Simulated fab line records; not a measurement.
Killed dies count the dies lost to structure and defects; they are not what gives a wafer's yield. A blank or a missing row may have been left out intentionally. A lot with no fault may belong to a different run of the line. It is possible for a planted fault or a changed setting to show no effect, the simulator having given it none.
fab line records ; flow sky130
record lots=5; wafers=15; lastDay=50
route steps=708 shown LI_CONTACT@369 LOCAL_INTERCONNECT@387
lots untouched by any fault: they come from a run of this same line in which no faults occurred
startH: start of the lot's first displayed wafer, in hours after the record's first day ; waitH: hours elapsed since this lot's preceding step ; " repeats the value in the row above ; L1.1+2: a row that stands for several wafers ; - either no value or no given start ; * or withheld: withheld ; < > ~ a bound
route shown NAME@n: NAME is a module with steps in the file, n the number in the route of the first one ; usual: average and standard deviation across the fault-free wafers ; same: alike in all rows ; chamber/n: place in a boat ; sites: the reading at each site ; _std_site: standard deviation of those values ; _edge_site: mean of outer sites minus mean of inner sites ; radiusMm: how far each site lies from the wafer's centre ; mask NAME#n: copy n ; behind: tool/chamber where the wafer was last shaped ; hold: cause of the lot's hold/its duration in hours/its outcome ; device: the transistor (n, p or np) that didn't switch ; end of line: the route-end tests of the same wafers ; for a step that has no rows: nothing shown but its recipe ; killed: the dies lost at the first sort to structure and to defects; this is not the yield of the wafer ; map: dies across one wafer; x = killed, . = not, _ = none there
set.NAME: setting as actually run; set.NAME@STEP: the setting as run at that earlier step ; model.NAME: the simulator's own value behind a step, which no gauge read
certain route steps with their lots: each step a table, each wafer a row
services: from which hour (startH, from the record's first day; less than 0 if before it) a tool's chamber was out of use, for how many hours, and why
## steps
# step SKY_LI_CONTACT_COAT_07
# recipe resist=KrF-thick; spinRpm=3000; resistThkNm=450
# usual resistLineTempC=23.04/0.11
lot.wafer;tool;chamber;startH;waitH;resistLineTempC
L077.2;lithoTrack-01;0;-;-;23.16
L077.5;lithoTrack-01;0;-;-;23.02
L077.6;lithoTrack-01;0;-;-;23.00
L083.3;lithoTrack-03;0;-;-;23.13
L083.5;lithoTrack-03;0;-;-;23.07
L083.6;lithoTrack-03;0;-;-;23.07
L084.1;lithoTrack-02;0;-;-;23.00
L084.3;lithoTrack-02;0;-;-;23.20
L084.4;lithoTrack-02;0;-;-;22.93
L087.1;lithoTrack-03;0;-;-;23.10
L087.2;lithoTrack-03;0;-;-;23.13
L087.5;lithoTrack-03;0;-;-;23.06
L096.2;lithoTrack-03;0;-;-;22.96
L096.5;lithoTrack-03;0;-;-;22.97
L096.6;lithoTrack-03;0;-;-;23.00
# step SKY_LI_CONTACT_SOFTBAKE_08
# recipe tempC=100; timeS=90; resist=KrF-thick
# usual resistLineTempC=22.98/0.1
lot.wafer;tool;chamber;startH;waitH;resistLineTempC
L077.2;lithoTrack-01;0;-;-;23.06
L077.5;lithoTrack-01;0;-;-;23.07
L077.6;lithoTrack-01;0;-;-;22.99
L083.3;lithoTrack-03;0;-;-;22.92
L083.5;lithoTrack-03;0;-;-;22.93
L083.6;lithoTrack-03;0;-;-;22.92
L084.1;lithoTrack-02;0;-;-;22.72
L084.3;lithoTrack-02;0;-;-;22.73
L084.4;lithoTrack-02;0;-;-;22.87
L087.1;lithoTrack-03;0;-;-;22.95
L087.2;lithoTrack-03;0;-;-;22.93
L087.5;lithoTrack-03;0;-;-;22.81
L096.2;lithoTrack-03;0;-;-;23.07
L096.5;lithoTrack-03;0;-;-;23.13
L096.6;lithoTrack-03;0;-;-;23.08
# step SKY_LI_CONTACT_EXPOSE_09
# recipe maskId=LICM1; na=0.8; sourceShape=annular; sigmaInner=0.55; sigmaOuter=0.85; targetCdNm=170; doseMj=38
# usual reticleTempC=23.04/0.1
lot.wafer;tool;chamber;startH;waitH;mask;reticleTempC
L077.2;krfScanner-02;0;-;-;LICM1#0;23.09
L077.5;krfScanner-02;0;-;-;LICM1#0;23.16
L077.6;krfScanner-02;0;-;-;LICM1#0;22.92
L083.3;krfScanner-02;0;-;-;LICM1#0;22.96
L083.5;krfScanner-02;0;-;-;LICM1#0;22.89
L083.6;krfScanner-02;0;-;-;LICM1#0;23.12
L084.1;krfScanner-01;0;-;-;LICM1#0;22.97
L084.3;krfScanner-01;0;-;-;LICM1#0;22.97
L084.4;krfScanner-01;0;-;-;LICM1#0;23.15
L087.1;krfScanner-01;0;-;-;LICM1#0;23.28
L087.2;krfScanner-01;0;-;-;LICM1#0;23.14
L087.5;krfScanner-01;0;-;-;LICM1#0;23.00
L096.2;krfScanner-01;0;-;-;LICM1#0;23.08
L096.5;krfScanner-01;0;-;-;LICM1#0;22.94
L096.6;krfScanner-01;0;-;-;LICM1#0;23.04
# step SKY_LI_CONTACT_PEB_10
# recipe pebTempC=withheld; pebTimeS=withheld; resist=KrF-thick
# usual resistLineTempC=*
lot.wafer;tool;chamber;startH;waitH;resistLineTempC
L077.2;lithoTrack-01;0;-;-;*
L077.5;lithoTrack-01;0;-;-;*
L077.6;lithoTrack-01;0;-;-;*
L083.3;lithoTrack-01;0;-;-;*
L083.5;lithoTrack-01;0;-;-;*
L083.6;lithoTrack-01;0;-;-;*
L084.1;lithoTrack-02;0;-;-;*
L084.3;lithoTrack-02;0;-;-;*
L084.4;lithoTrack-02;0;-;-;*
L087.1;lithoTrack-01;0;-;-;*
L087.2;lithoTrack-01;0;-;-;*
L087.5;lithoTrack-01;0;-;-;*
L096.2;lithoTrack-01;0;-;-;*
L096.5;lithoTrack-01;0;-;-;*
L096.6;lithoTrack-01;0;-;-;*
# step SKY_LI_CONTACT_DEVELOP_11
# recipe developTimeS=60; resist=KrF-thick; devTempC=21
# usual resistLineTempC=22.98/0.098
lot.wafer;tool;chamber;startH;waitH;resistLineTempC
L077.2;lithoTrack-01;0;-;-;22.88
L077.5;lithoTrack-01;0;-;-;23.15
L077.6;lithoTrack-01;0;-;-;23.03
L083.3;lithoTrack-01;0;-;-;22.84
L083.5;lithoTrack-01;0;-;-;23.06
L083.6;lithoTrack-01;0;-;-;22.92
L084.1;lithoTrack-02;0;-;-;23.18
L084.3;lithoTrack-02;0;-;-;22.98
L084.4;lithoTrack-02;0;-;-;22.94
L087.1;lithoTrack-01;0;-;-;22.91
L087.2;lithoTrack-01;0;-;-;23.07
L087.5;lithoTrack-01;0;-;-;22.99
L096.2;lithoTrack-01;0;-;-;22.99
L096.5;lithoTrack-01;0;-;-;23.09
L096.6;lithoTrack-01;0;-;-;22.85
# step SKY_LI_CONTACT_CD_MEAS_12
# recipe targetCdNm=170
# usual cdNm=170.9/1.3
lot.wafer;tool;chamber;startH;waitH;cdNm
L077.2;cdSem-02;-;704.63;-;170.7
L077.5;cdSem-02;-;704.63;-;170.2
L077.6;cdSem-02;-;704.63;-;170.9
L083.3;cdSem-02;-;754.76;-;170.7
L083.5;cdSem-02;-;754.76;-;169.9
L083.6;cdSem-02;-;754.76;-;169.6
L084.1;cdSem-01;-;764.87;-;170.0
L084.3;cdSem-01;-;764.87;-;170.6
L084.4;cdSem-01;-;764.87;-;170.4
L087.1;cdSem-01;-;788.07;-;171.4
L087.2;cdSem-01;-;788.07;-;170.1
L087.5;cdSem-01;-;788.07;-;170.2
L096.2;cdSem-01;-;869.29;-;172.5
L096.5;cdSem-01;-;869.29;-;171.9
L096.6;cdSem-01;-;869.29;-;171.6
# step SKY_LI_CONTACT_OVL_MEAS_13
# usual LI_CONTACT_OVL=-3/4.5
lot.wafer;tool;chamber;startH;waitH;LI_CONTACT_OVL[nm]
L077.2;overlay-01;-;704.74;0.1;0
L077.5;overlay-01;-;704.74;0.1;-5
L077.6;overlay-01;-;704.74;0.1;-1
L083.3;overlay-02;-;754.85;0.1;-12
L083.5;overlay-02;-;754.85;0.1;-5
L083.6;overlay-02;-;754.85;0.1;-8
L084.1;overlay-02;-;764.99;0.1;-4
L084.3;overlay-02;-;764.99;0.1;-6
L084.4;overlay-02;-;764.99;0.1;-9
L087.1;overlay-02;-;788.19;0.1;0
L087.2;overlay-02;-;788.19;0.1;-4
L087.5;overlay-02;-;788.19;0.1;-1
L096.2;overlay-01;-;869.40;0.1;-9
L096.5;overlay-01;-;869.40;0.1;2
L096.6;overlay-01;-;869.40;0.1;-1
# step SKY_LI_CONTACT_ETCH_14
# recipe chemistry=N2/H2; target=BARC; ionEnergyEv=200; sourceW=500; biasW=100; pressureMtorr=30; n2FlowSccm=100; h2FlowSccm=200; stopOn=SiO2; timeS=45.9; targetDepthA=600
# usual drypumpMotorCurrentA=5.6/0.47; oesProductAu=0.855/0.0051; throttleValvePct=13.226/0.0085
lot.wafer;tool;chamber;startH;waitH;drypumpMotorCurrentA;oesProductAu;rfHoursCounterH;throttleValvePct
L077.2;rieDiel-01;3;704.77;0.0;5.5;0.859;3;13.220
L077.5;rieDiel-01;3;704.77;0.0;5.5;0.860;-;13.222
L077.6;rieDiel-01;2;704.77;0.0;5.7;0.855;-;13.229
L083.3;rieDiel-02;1;754.87;0.0;6.7;0.852;11;13.237
L083.5;rieDiel-02;0;754.87;0.0;5.5;0.859;-;13.216
L083.6;rieDiel-02;3;754.87;0.0;6.0;0.856;-;13.218
L084.1;rieDiel-01;1;765.03;0.0;5.1;0.857;2;13.236
L084.3;rieDiel-01;2;765.03;0.0;5.7;0.861;7;13.227
L084.4;rieDiel-01;3;765.03;0.0;5.5;0.861;4;13.236
L087.1;rieDiel-04;0;788.22;0.0;5.5;0.847;8;13.211
L087.2;rieDiel-04;1;788.22;0.0;5.9;0.856;8;13.226
L087.5;rieDiel-04;1;788.22;0.0;5.9;0.851;-;13.214
L096.2;rieDiel-02;3;869.43;0.0;6.0;0.855;17;13.233
L096.5;rieDiel-02;3;869.43;0.0;6.0;0.860;-;13.224
L096.6;rieDiel-02;0;869.43;0.0;5.4;0.858;-;13.229
# step SKY_LI_CONTACT_ETCH_15
# recipe target=PSG; chemistry=C4F8/O2/Ar; stopOn=Si; taperDeg=4.15; maskMaterial=KrF-thick; sourceW=1500; biasW=1200; pressureMtorr=40; c4f8FlowSccm=withheld; O2_flow_sccm=6; Ar_flow_sccm=300; timeS=withheld; targetDepthA=6000
# usual oesProductAu=0.837/0.0041
lot.wafer;tool;chamber;startH;waitH;oesProductAu
L077.2;rieDiel-01;3;704.81;0.0;0.840
L077.5;rieDiel-01;3;704.81;0.0;0.838
L077.6;rieDiel-01;2;704.81;0.0;0.832
L083.3;rieDiel-02;1;754.92;0.0;0.835
L083.5;rieDiel-02;0;754.92;0.0;0.834
L083.6;rieDiel-02;3;754.92;0.0;0.840
L084.1;rieDiel-01;1;765.07;0.0;0.837
L084.3;rieDiel-01;2;765.07;0.0;0.841
L084.4;rieDiel-01;3;765.07;0.0;0.837
L087.1;rieDiel-04;0;788.27;0.0;0.830
L087.2;rieDiel-04;1;788.27;0.0;0.845
L087.5;rieDiel-04;1;788.27;0.0;0.839
L096.2;rieDiel-02;3;869.47;0.0;0.835
L096.5;rieDiel-02;3;869.47;0.0;0.840
L096.6;rieDiel-02;0;869.47;0.0;0.842
# step SKY_LI_CONTACT_STRIP_16
# recipe chemistry=O2/N2; powerW=1400; pressureMtorr=1500; platenTempC=withheld; o2FlowSccm=3000; n2FlowSccm=300; overashFraction=0.5
# usual drypumpMotorCurrentA=5.8/0.31; oesProductAu=0.375/0.0048; stripTimeToEndpointS=3.486/0.028
# same overashFraction=0.5
lot.wafer;tool;chamber;startH;waitH;drypumpMotorCurrentA;oesProductAu;rfHoursCounterH;stripTimeToEndpointS
L077.2;plasmaAsher-01;1;704.90;-;6.0;0.383;25;3.519
L077.5;plasmaAsher-01;0;704.90;-;6.5;0.375;-;3.526
L077.6;plasmaAsher-01;1;704.90;-;6.0;0.376;-;3.537
L083.3;plasmaAsher-03;1;755.04;-;5.7;0.379;-;3.455
L083.5;plasmaAsher-03;0;755.04;-;5.7;0.379;-;3.488
L083.6;plasmaAsher-03;1;755.04;-;5.7;0.372;-;3.476
L084.1;plasmaAsher-01;0;765.16;-;6.5;0.383;32;3.504
L084.3;plasmaAsher-01;0;765.16;-;6.5;0.376;-;3.484
L084.4;plasmaAsher-01;1;765.16;-;6.0;0.374;-;3.469
L087.1;plasmaAsher-04;1;788.35;-;5.5;0.386;67;3.508
L087.2;plasmaAsher-04;0;788.35;-;5.9;0.373;67;3.523
L087.5;plasmaAsher-04;1;788.35;-;5.5;0.373;-;3.504
L096.2;plasmaAsher-04;1;869.55;-;5.6;0.377;78;3.503
L096.5;plasmaAsher-04;1;869.55;-;5.5;0.379;-;3.500
L096.6;plasmaAsher-04;0;869.55;-;5.8;0.375;-;3.513
# step SKY_LI_CONTACT_CLEAN_17
# recipe chemistry=NMP; timeS=600; tempC=60; dry=n2Spin
lot.wafer;tool;chamber;startH;waitH
L077.2+5+6;wetBench-04;0;705.00;0.1
L083.3+5+6;wetBench-03;2;755.10;0.0
L084.1+3+4;wetBench-01;2;765.26;0.1
L087.1+2+5;wetBench-03;2;788.45;0.1
L096.2+5+6;wetBench-01;3;869.65;0.1
# step SKY_LI_CONTACT_PRE_CLEAN_18
# recipe gas=Ar; timeS=5.6; biasV=358
lot.wafer;tool;chamber;startH;waitH
L077.2+5+6;pvdSputter-02;-;705.17;0.0
L083.3+5+6;pvdSputter-02;-;755.28;0.0
L084.1+3+4;pvdSputter-01;-;765.47;0.0
L087.1+2+5;pvdSputter-01;-;788.63;0.0
L096.2+5+6;pvdSputter-03;-;869.83;0.0
# step SKY_LI_CONTACT_SPUTTER_19
# recipe material=Ti; targetThkNm=20; chamberPressurePa=5; powerW=2500; substrateTempC=200; timeS=106.37
# usual throttleValvePct=30.1/0.96
lot.wafer;tool;chamber;startH;waitH;throttleValvePct
L077.2;pvdSputter-02;-;705.19;0.0;29.5
L077.5;pvdSputter-02;-;705.19;0.0;29.5
L077.6;pvdSputter-02;-;705.19;0.0;30.5
L083.3;pvdSputter-02;-;755.30;0.0;30.9
L083.5;pvdSputter-02;-;755.30;0.0;29.0
L083.6;pvdSputter-02;-;755.30;0.0;31.0
L084.1;pvdSputter-01;-;765.49;0.0;31.0
L084.3;pvdSputter-01;-;765.49;0.0;29.2
L084.4;pvdSputter-01;-;765.49;0.0;30.3
L087.1;pvdSputter-01;-;788.65;0.0;30.2
L087.2;pvdSputter-01;-;788.65;0.0;31.3
L087.5;pvdSputter-01;-;788.65;0.0;31.1
L096.2;pvdSputter-03;-;869.85;0.0;32.1
L096.5;pvdSputter-03;-;869.85;0.0;30.6
L096.6;pvdSputter-03;-;869.85;0.0;29.1
# step SKY_LI_CONTACT_SPUTTER_20
# recipe material=TiN; targetThkNm=20; chamberPressurePa=5; powerW=4000; timeS=80
# usual throttleValvePct=30.1/0.99
lot.wafer;tool;chamber;startH;waitH;throttleValvePct
L077.2;pvdSputter-02;-;705.27;0.0;29.5
L077.5;pvdSputter-02;-;705.27;0.0;29.5
L077.6;pvdSputter-02;-;705.27;0.0;30.9
L083.3;pvdSputter-02;-;755.37;0.0;30.9
L083.5;pvdSputter-02;-;755.37;0.0;29.2
L083.6;pvdSputter-02;-;755.37;0.0;30.9
L084.1;pvdSputter-01;-;765.56;0.0;31.5
L084.3;pvdSputter-01;-;765.56;0.0;29.5
L084.4;pvdSputter-01;-;765.56;0.0;30.3
L087.1;pvdSputter-01;-;788.72;0.0;30.3
L087.2;pvdSputter-01;-;788.72;0.0;31.2
L087.5;pvdSputter-01;-;788.72;0.0;31.3
L096.2;pvdSputter-03;-;869.92;0.0;32.4
L096.5;pvdSputter-03;-;869.92;0.0;30.6
L096.6;pvdSputter-03;-;869.92;0.0;29.2
# step SKY_LI_CONTACT_CVD_21
# recipe material=W; targetThkNm=400; timeS=120.56; tempC=400; pressureTorr=40
# usual chamberPressureTorr=40.00/0.089; heaterPowerW=895/55
lot.wafer;tool;chamber;startH;waitH;chamberPressureTorr;heaterPowerW;sinceWetCleanH
L077.2;cvdW-01;1;705.33;0.0;39.97;998;301
L077.5;cvdW-01;0;705.33;0.0;40.03;906;-
L077.6;cvdW-01;1;705.33;0.0;39.95;979;-
L083.3;cvdW-01;0;755.48;0.1;39.87;890;-
L083.5;cvdW-01;1;755.48;0.1;40.11;948;-
L083.6;cvdW-01;0;755.48;0.1;39.97;920;-
L084.1;cvdW-02;1;765.62;0.0;39.99;843;862
L084.3;cvdW-02;1;765.62;0.0;40.10;836;-
L084.4;cvdW-02;0;765.62;0.0;39.96;864;-
L087.1;cvdW-02;1;788.78;0.0;40.02;854;885
L087.2;cvdW-02;0;788.78;0.0;40.10;857;885
L087.5;cvdW-02;1;788.78;0.0;39.88;835;-
L096.2;cvdW-01;0;869.98;0.0;39.87;880;466
L096.5;cvdW-01;1;869.98;0.0;39.95;955;-
L096.6;cvdW-01;0;869.98;0.0;39.92;875;-
# step SKY_LI_CONTACT_RS_MEAS_22
# recipe thkMeasGauge=four-point-probe; reads=W_of_LI_CONTACT_CVD_21+TiN_of_LI_CONTACT_SPUTTER_20+Ti_of_LI_CONTACT_SPUTTER_19
# usual LI_CONTACT_W_RS=0.2861/0.0029
lot.wafer;tool;chamber;startH;waitH;LI_CONTACT_W_RS[ohm/sq]
L077.2;filmMetro-03;-;705.47;0.1;0.2826
L077.5;filmMetro-03;-;705.47;0.1;0.2855
L077.6;filmMetro-03;-;705.47;0.1;0.2857
L083.3;filmMetro-04;-;755.60;0.1;0.2850
L083.5;filmMetro-04;-;755.60;0.1;0.2821
L083.6;filmMetro-04;-;755.60;0.1;0.2830
L084.1;filmMetro-03;-;765.75;0.1;0.2899
L084.3;filmMetro-03;-;765.75;0.1;0.2940
L084.4;filmMetro-03;-;765.75;0.1;0.2866
L087.1;filmMetro-03;-;788.91;0.1;0.2880
L087.2;filmMetro-03;-;788.91;0.1;0.2891
L087.5;filmMetro-03;-;788.91;0.1;0.2888
L096.2;filmMetro-04;-;870.13;0.1;0.2826
L096.5;filmMetro-04;-;870.13;0.1;0.2901
L096.6;filmMetro-04;-;870.13;0.1;0.2864
# step SKY_LI_CONTACT_THK_MEAS_23
# recipe thkMeasGauge=xrf; reads=W_of_LI_CONTACT_CVD_21
# usual LI_CONTACT_W_THK=384/6.5
lot.wafer;tool;chamber;startH;waitH;LI_CONTACT_W_THK[nm]
L077.2;filmMetro-03;-;705.58;0.1;400
L077.5;filmMetro-03;-;705.58;0.1;398
L077.6;filmMetro-03;-;705.58;0.1;395
L083.3;filmMetro-04;-;755.70;0.1;387
L083.5;filmMetro-04;-;755.70;0.1;390
L083.6;filmMetro-04;-;755.70;0.1;390
L084.1;filmMetro-03;-;765.87;0.1;383
L084.3;filmMetro-03;-;765.87;0.1;377
L084.4;filmMetro-03;-;765.87;0.1;385
L087.1;filmMetro-03;-;789.03;0.1;388
L087.2;filmMetro-03;-;789.03;0.1;383
L087.5;filmMetro-03;-;789.03;0.1;384
L096.2;filmMetro-04;-;870.24;0.1;391
L096.5;filmMetro-04;-;870.24;0.1;381
L096.6;filmMetro-04;-;870.24;0.1;386
# step SKY_LI_CONTACT_CMP_24
# recipe stopOn=PSG; tOverpolishS=20; downForcePsi=3.5; platenRpm=60; targetThkNm=0; padVelocityMS=0.94248
# usual motorCurrentA=10.8/0.91; overpolishRunS=20.000/0.0092; platenRpm=60.00/0.042; timeToEndpointS=95.9/2.7
lot.wafer;tool;chamber;startH;waitH;motorCurrentA;overpolishRunS;platenRpm;timeToEndpointS
L077.2;cmp-02;2;705.81;0.2;11.4;19.990;59.97;89.5
L077.6;cmp-02;2;705.81;0.2;11.5;19.990;60.04;89.5
L077.5;cmp-02;3;705.81;0.2;9.3;20.004;60.02;95.0
L083.3;cmp-01;2;755.89;0.2;10.1;20.005;59.98;98.4
L083.5;cmp-01;3;755.89;0.2;10.3;19.995;60.05;101.0
L083.6;cmp-01;0;755.89;0.2;10.4;20.002;59.97;103.5
L084.3;cmp-01;3;765.93;0.0;10.8;20.007;60.02;97.6
L084.4;cmp-01;0;765.93;0.0;10.9;19.982;60.02;99.1
L084.1;cmp-01;2;765.93;0.0;10.8;20.007;60.06;98.2
L087.2;cmp-02;1;789.14;0.1;11.8;20.002;59.97;96.1
L087.1;cmp-02;2;789.14;0.1;11.0;20.002;60.00;98.9
L087.5;cmp-02;0;789.14;0.1;12.8;19.997;60.02;99.1
L096.2;cmp-01;1;870.34;0.1;10.4;20.007;59.94;94.6
L096.6;cmp-01;0;870.34;0.1;10.3;19.986;60.03;96.3
L096.5;cmp-01;1;870.34;0.1;10.8;19.990;59.97;91.3
# step SKY_LOCAL_INTERCONNECT_SPUTTER_00
# recipe material=TiN; targetThkNm=100; tempC=300; powerW=6500; timeS=83.3; chamberPressurePa=0.4
# usual throttleValvePct=30.3/0.93
lot.wafer;tool;chamber;startH;waitH;throttleValvePct
L077.2;pvdSputter-03;-;706.11;0.2;29.3
L077.5;pvdSputter-03;-;706.11;0.2;31.9
L077.6;pvdSputter-03;-;706.11;0.2;30.9
L083.3;pvdSputter-04;-;756.04;0.1;29.0
L083.5;pvdSputter-04;-;756.04;0.1;31.1
L083.6;pvdSputter-04;-;756.04;0.1;29.1
L084.1;pvdSputter-03;-;766.23;0.1;29.1
L084.3;pvdSputter-03;-;766.23;0.1;30.2
L084.4;pvdSputter-03;-;766.23;0.1;30.9
L087.1;pvdSputter-03;-;789.39;0.1;32.2
L087.2;pvdSputter-03;-;789.39;0.1;29.0
L087.5;pvdSputter-03;-;789.39;0.1;30.8
L096.2;pvdSputter-02;-;870.59;0.2;28.9
L096.5;pvdSputter-02;-;870.59;0.2;30.9
L096.6;pvdSputter-02;-;870.59;0.2;29.1
# step SKY_LOCAL_INTERCONNECT_RS_MEAS_01
# recipe thkMeasGauge=four-point-probe; reads=TiN_of_LOCAL_INTERCONNECT_SPUTTER_00
# usual LOCAL_INTERCONNECT_TIN_RS=14.21/0.13
lot.wafer;tool;chamber;startH;waitH;LOCAL_INTERCONNECT_TIN_RS[ohm/sq]
L077.2;filmMetro-01;-;706.20;0.1;14.09
L077.5;filmMetro-01;-;706.20;0.1;14.09
L077.6;filmMetro-01;-;706.20;0.1;14.20
L083.3;filmMetro-04;-;756.14;0.1;14.12
L083.5;filmMetro-04;-;756.14;0.1;14.17
L083.6;filmMetro-04;-;756.14;0.1;14.16
L084.1;filmMetro-01;-;766.29;0.0;13.94
L084.3;filmMetro-01;-;766.29;0.0;13.98
L084.4;filmMetro-01;-;766.29;0.0;14.11
L087.1;filmMetro-01;-;789.45;0.0;14.26
L087.2;filmMetro-01;-;789.45;0.0;14.18
L087.5;filmMetro-01;-;789.45;0.0;14.26
L096.2;filmMetro-03;-;870.67;0.1;14.21
L096.5;filmMetro-03;-;870.67;0.1;14.15
L096.6;filmMetro-03;-;870.67;0.1;14.22
# step SKY_LOCAL_INTERCONNECT_THK_MEAS_02
# recipe thkMeasGauge=xrf; reads=TiN_of_LOCAL_INTERCONNECT_SPUTTER_00
# usual LOCAL_INTERCONNECT_TIN_THK=98.9/1.1
lot.wafer;tool;chamber;startH;waitH;LOCAL_INTERCONNECT_TIN_THK[nm]
L077.2;filmMetro-01;-;706.31;0.1;98.8
L077.5;filmMetro-01;-;706.31;0.1;99.2
L077.6;filmMetro-01;-;706.31;0.1;97.6
L083.3;filmMetro-04;-;756.24;0.1;100.7
L083.5;filmMetro-04;-;756.24;0.1;100.8
L083.6;filmMetro-04;-;756.24;0.1;100.0
L084.1;filmMetro-01;-;766.41;0.1;101.0
L084.3;filmMetro-01;-;766.41;0.1;100.4
L084.4;filmMetro-01;-;766.41;0.1;99.5
L087.1;filmMetro-01;-;789.57;0.1;97.7
L087.2;filmMetro-01;-;789.57;0.1;98.6
L087.5;filmMetro-01;-;789.57;0.1;97.9
L096.2;filmMetro-03;-;870.78;0.1;99.6
L096.5;filmMetro-03;-;870.78;0.1;99.7
L096.6;filmMetro-03;-;870.78;0.1;99.3
# step SKY_LOCAL_INTERCONNECT_DEHYDRATE_03
# recipe tempC=200; timeS=60
# usual resistLineTempC=22.99/0.098
lot.wafer;tool;chamber;startH;waitH;resistLineTempC
L077.2;lithoTrack-03;0;719.52;13.2;22.98
L077.5;lithoTrack-03;0;719.52;13.2;22.88
L077.6;lithoTrack-03;0;719.52;13.2;22.97
L083.3;lithoTrack-03;0;767.89;11.6;22.94
L083.5;lithoTrack-03;0;767.89;11.6;23.05
L083.6;lithoTrack-03;0;767.89;11.6;22.85
L084.1;lithoTrack-03;0;778.99;12.6;22.89
L084.3;lithoTrack-03;0;778.99;12.6;22.95
L084.4;lithoTrack-03;0;778.99;12.6;22.86
L087.1;lithoTrack-03;0;801.29;11.7;23.03
L087.2;lithoTrack-03;0;801.29;11.7;22.99
L087.5;lithoTrack-03;0;801.29;11.7;22.94
L096.2;lithoTrack-03;0;882.57;11.8;22.85
L096.5;lithoTrack-03;0;882.57;11.8;23.01
L096.6;lithoTrack-03;0;882.57;11.8;22.90
# step SKY_LOCAL_INTERCONNECT_HMDS_04
# recipe primeTimeS=60; primeTempC=120
# usual resistLineTempC=23.00/0.1
lot.wafer;tool;chamber;startH;waitH;resistLineTempC
L077.2;lithoTrack-03;0;719.67;0.1;22.96
L077.5;lithoTrack-03;0;719.67;0.1;22.86
L077.6;lithoTrack-03;0;719.67;0.1;22.98
L083.3;lithoTrack-03;0;768.04;0.1;23.17
L083.5;lithoTrack-03;0;768.04;0.1;23.08
L083.6;lithoTrack-03;0;768.04;0.1;22.94
L084.1;lithoTrack-03;0;779.14;0.1;23.03
L084.3;lithoTrack-03;0;779.14;0.1;23.03
L084.4;lithoTrack-03;0;779.14;0.1;22.90
L087.1;lithoTrack-03;0;801.44;0.1;23.11
L087.2;lithoTrack-03;0;801.44;0.1;23.18
L087.5;lithoTrack-03;0;801.44;0.1;23.17
L096.2;lithoTrack-03;0;882.72;0.1;22.96
L096.5;lithoTrack-03;0;882.72;0.1;23.01
L096.6;lithoTrack-03;0;882.72;0.1;22.89
# step SKY_LOCAL_INTERCONNECT_COAT_05
# recipe resist=BARC; tempC=withheld; timeS=withheld; spinRpm=3000; resistThkNm=60
# usual resistLineTempC=*
lot.wafer;tool;chamber;startH;waitH;resistLineTempC
L077.2;lithoTrack-03;0;719.82;0.1;*
L077.5;lithoTrack-03;0;719.82;0.1;*
L077.6;lithoTrack-03;0;719.82;0.1;*
L083.3;lithoTrack-03;0;768.19;0.1;*
L083.5;lithoTrack-03;0;768.19;0.1;*
L083.6;lithoTrack-03;0;768.19;0.1;*
L084.1;lithoTrack-03;0;779.29;0.1;*
L084.3;lithoTrack-03;0;779.29;0.1;*
L084.4;lithoTrack-03;0;779.29;0.1;*
L087.1;lithoTrack-03;0;801.59;0.1;*
L087.2;lithoTrack-03;0;801.59;0.1;*
L087.5;lithoTrack-03;0;801.59;0.1;*
L096.2;lithoTrack-03;0;882.87;0.1;*
L096.5;lithoTrack-03;0;882.87;0.1;*
L096.6;lithoTrack-03;0;882.87;0.1;*
## services
tool;chamber;startH;hours;kind
cmp-01;-;666.83;2.2;repair
wetBench-03;-;686.18;1.4;repair
wetBench-03;-;690.72;1.8;repair
krfScanner-02;-;695.81;0.8;pm
cmp-01;-;702.38;3.8;repair
krfScanner-01;-;709.19;1.0;pm
cmp-01;-;710.16;1.8;repair
rieDiel-01;2;724.95;10.0;repair
cmp-01;-;744.17;4.0;pm
rieDiel-01;2;752.50;2.7;repair
krfScanner-01;-;753.38;1.3;pm
rieDiel-02;-;758.98;1.9;repair
krfScanner-01;-;798.80;0.8;pm
cmp-01;-;799.99;0.9;repair
rieDiel-01;2;804.33;4.3;repair
krfScanner-01;-;811.24;0.2;repair
rieDiel-02;1;815.38;6.3;repair
krfScanner-01;-;824.73;4.4;pm
rieDiel-02;-;825.16;15.6;pm
pvdSputter-01;-;838.35;1.6;repair
rieDiel-02;1;847.68;1.3;repair
rieDiel-02;1;862.06;12.6;repair
cmp-01;-;873.83;3.1;repair
krfScanner-01;-;875.71;1.0;pm
## key
fault none
